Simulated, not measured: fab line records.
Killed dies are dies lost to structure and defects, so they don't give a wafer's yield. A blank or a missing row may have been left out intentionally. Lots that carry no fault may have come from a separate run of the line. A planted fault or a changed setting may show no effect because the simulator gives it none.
What tool caused it? ; flow sky130 ; Sampling: 11 lots, 33 wafers, 7 of 708 route steps

== WHAT THE GAUGES READ, wafer by wafer ==
SKY_SD_N_CD_MEAS_07: the cd target is 380 nm.
lot;measured;on;cd nm (nm)
L760;day 27 18:20;cd sem-02;381 381 380
L762;day 28 13:46;cd sem-01;376 376 376
L764;day 29 22:07;cd sem-02;384 385 383
L766;day 30 16:23;cd sem-02;380 378 378
L769;day 31 01:23;cd sem-01;376 377 374
L770;day 31 12:31;cd sem-02;378 377 378
L771;day 32 01:44;cd sem-02;378 381 381
L772;day 32 05:58;cd sem-01;381 382 384
L773;day 32 16:16;cd sem-01;380 380 380
L778;day 33 22:40;cd sem-02;373 374 378
L780;day 34 11:00;cd sem-02;385 387 385

SKY_SD_N_OVL_MEAS_08.
lot;measured;on;SD_N_OVL (nm)
L760;day 27 18:26;overlay-02;-2.4 -3.2 -3.0
L762;day 28 13:51;overlay-02;-2.6 -3.4 -3.8
L764;day 29 22:12;overlay-02;-0.8 -2.3 -3.1
L766;day 30 16:29;overlay-01;0.4 -1.3 2.0
L769;day 31 01:29;overlay-01;0.2 0.8 -0.6
L770;day 31 12:38;overlay-02;-0.4 1.3 1.1
L771;day 32 01:50;overlay-02;-0.3 -0.4 -1.1
L772;day 32 06:05;overlay-01;-0.7 -1.6 -0.2
L773;day 32 16:23;overlay-02;-0.8 -1.1 -0.9
L778;day 33 22:47;overlay-01;-3.2 -2.7 -1.9
L780;day 34 11:05;overlay-02;-2.0 -2.6 -0.4

SKY_SD_N_RS_MEAS_16: a four-point-probe measurement.
lot;measured;on;SD_N_RS (ohm/sq)
L760;day 27 19:11;film metro-01;68.84 68.65 68.72
L762;day 28 14:37;film metro-02;68.58 68.48 68.82
L764;day 29 22:58;film metro-01;68.66 68.79 68.62
L766;day 30 17:18;film metro-02;68.72 68.68 68.60
L769;day 31 02:14;film metro-01;68.70 68.70 68.52
L770;day 31 13:26;film metro-01;68.66 68.76 68.67
L771;day 32 02:34;film metro-02;60.57 60.68 60.46
L772;day 32 06:48;film metro-02;68.71 68.68 68.68
L773;day 32 17:06;film metro-01;60.36 60.33 60.46
L778;day 33 23:41;film metro-02;68.52 68.64 68.59
L780;day 34 11:50;film metro-01;68.74 68.80 68.71

SKY_SD_N_RS_MEAS_17: a four-point-probe measurement.
lot;measured;on;SD_P_RS (ohm/sq)
L760;day 27 19:18;film metro-01;147.3 147.5 147.5
L762;day 28 14:44;film metro-02;147.0 147.3 146.9
L764;day 29 23:05;film metro-01;147.5 147.5 147.3
L766;day 30 17:25;film metro-02;147.9 147.3 147.1
L769;day 31 02:21;film metro-01;147.6 147.6 146.9
L770;day 31 13:33;film metro-01;147.3 147.6 147.4
L771;day 32 02:41;film metro-02;107.8 108.2 108.1
L772;day 32 06:55;film metro-02;148.0 147.6 147.7
L773;day 32 17:13;film metro-01;107.7 107.5 107.7
L778;day 33 23:48;film metro-02;147.0 147.5 147.3
L780;day 34 11:58;film metro-01;147.6 147.1 146.9

SKY_SD_N_RS_MEAS_18: a four-point-probe measurement.
lot;measured;on;RES_XHIGH_RS (ohm/sq)
L760;day 27 19:25;film metro-01;333.1 333.9 333.5
L762;day 28 14:51;film metro-02;333.8 333.5 333.2
L764;day 29 23:12;film metro-01;333.4 333.2 334.1
L766;day 30 17:32;film metro-02;333.8 334.3 335.0
L769;day 31 02:28;film metro-01;334.7 333.6 333.0
L770;day 31 13:40;film metro-01;335.4 333.7 334.2
L771;day 32 02:49;film metro-02;329.1 329.1 329.4
L772;day 32 07:02;film metro-02;334.5 334.7 335.7
L773;day 32 17:20;film metro-01;328.5 327.9 328.5
L778;day 33 23:55;film metro-02;333.3 332.2 332.6
L780;day 34 12:05;film metro-01;331.3 331.4 331.9

== EACH LOT AND THE TOOL THAT RAN IT (in order: tool; ch and the chambers of the sampled wafers; start) ==
lot;SKY_POLY_CUT_ETCH_10;SKY_SD_N_RTA_14
L760;rie diel-04 ch 1,2,3, day 24 02:05;rtp anneal-02 ch 0, day 27 18:59
L762;rie diel-02 ch 0,1,3, day 24 22:59;rtp anneal-02 ch 0, day 28 14:25
L764;rie diel-02 ch 1,2, day 26 08:28;rtp anneal-02 ch 0, day 29 22:45
L766;rie diel-04 ch 0,1,2, day 27 05:41;rtp anneal-01 ch 0, day 30 17:07
L769;rie diel-01 ch 1,2,3, day 27 13:37;rtp anneal-01 ch 0, day 31 02:02
L770;rie diel-01 ch 0,1, day 27 23:56;rtp anneal-02 ch 0, day 31 13:12
L771;rie diel-04 ch 0,1,2, day 28 15:02;rtp anneal-01 ch 0, day 32 02:23
L772;rie diel-04 ch 0,2,3, day 28 18:08;rtp anneal-02 ch 0, day 32 06:37
L773;rie diel-01 ch 0,1,2, day 29 04:52;rtp anneal-01 ch 0, day 32 16:55
L778;rie diel-01 ch 0,3, day 30 12:19;rtp anneal-02 ch 0, day 33 23:24
L780;rie diel-04 ch 1,2,3, day 31 03:07;rtp anneal-02 ch 0, day 34 11:39
- SKY_POLY_CUT_ETCH_10: etches BARC in N2/H2, stops on SiO2, time 45.9 s, target depth 60 nm.
- SKY_SD_N_RTA_14: time 2 s.

== AS READ BY THE TOOLS THEMSELVES (means over the sampled wafers that have a number; for cases with no such wafer, the mark the record gives instead) ==
SKY_POLY_CUT_ETCH_10.
lot;tool;drypump motor current A (A);oes product au (a.u.);throttle valve pct (%)
L760;rie diel-04;5.2;0.855;13.228
L762;rie diel-02;5.5;0.857;13.222
L764;rie diel-02;5.6;0.853;13.227
L766;rie diel-04;5.5;0.854;13.221
L769;rie diel-01;6.0;0.855;13.222
L770;rie diel-01;5.4;0.854;13.233
L771;rie diel-04;5.5;0.859;13.224
L772;rie diel-04;5.7;0.854;13.220
L773;rie diel-01;5.7;0.854;13.224
L778;rie diel-01;5.7;0.847;13.231
L780;rie diel-04;5.2;0.858;13.216

SKY_SD_N_RTA_14.
lot;tool;lamp power pct (%);wafer_temp_C_max
L760;rtp anneal-02;15.74;1078.4
L762;rtp anneal-02;15.74;1077.5
L764;rtp anneal-02;15.74;1078.8
L766;rtp anneal-01;15.76;1077.6
L769;rtp anneal-01;15.70;1078.9
L770;rtp anneal-02;15.78;1078.8
L771;rtp anneal-01;16.74;1123.0
L772;rtp anneal-02;15.77;1078.5
L773;rtp anneal-01;16.78;1121.7
L778;rtp anneal-02;15.74;1077.6
L780;rtp anneal-02;15.72;1077.0

== THE ANSWER, worked out from the rows above alone ==
Rule: the lots themselves supply what counts as usual. Put in order of their means at a reading, lots are off if they are a third of the lots or fewer, leave a main group of 4 or more, and stand apart from it by a gap of 3 or more times the standard deviation of the main group's means; of several such gaps the widest counts. The tables above print the reading to a certain number of digits; a main group whose means all agree to those digits is not used. A lot without any number at a reading at which 4 lots or more have one is off too. All remaining lots with rows at the step are treated as sound. After the gauges, taken in route order, come the tools' own readings; for these a lot's mean is taken, as printed above. At the first step where some lot is off, the reading lying furthest off is the one used; lots without a number count as furthest.
Off: L771, L773, seen at SKY_SD_N_RS_MEAS_16 (SD_N_RS). For the main group the mean is 68.68 ohm/sq and the standard deviation 0.05.
A tool fits if, at a process step before that reading, it ran every lot that is off, and no sound lot after the first of them. The gauges at SKY_SD_N_RS_MEAS_16 aren't tried: what is off there is off at SKY_SD_N_RTA_14 too, on other tools, and a gauge's error can't cause that. One candidate fits, namely rtp anneal-01 at SKY_SD_N_RTA_14. Its last sound lot is L769 (day 31 02:02), its first lot that is off L771 (day 32 02:23): a fault that began between those two fits.
The tool's own readings at SKY_SD_N_RTA_14 bear it out: on the lots that are off they differ by more than 5 times the standard deviation of the sound lots' means. lamp power pct reads 16.76 % there against 15.74 % on the sound lots; wafer_temp_C_max reads 1122.3 there against 1078.1 on the sound lots.

== WHAT HAD BEEN PUT IN BY THE SIMULATOR ==
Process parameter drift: rtp anneal-01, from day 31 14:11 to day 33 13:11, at SKY_SD_N_RTA_14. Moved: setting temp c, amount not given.
Struck lots among those shown: L771, L773. This agrees with what the rule above found.
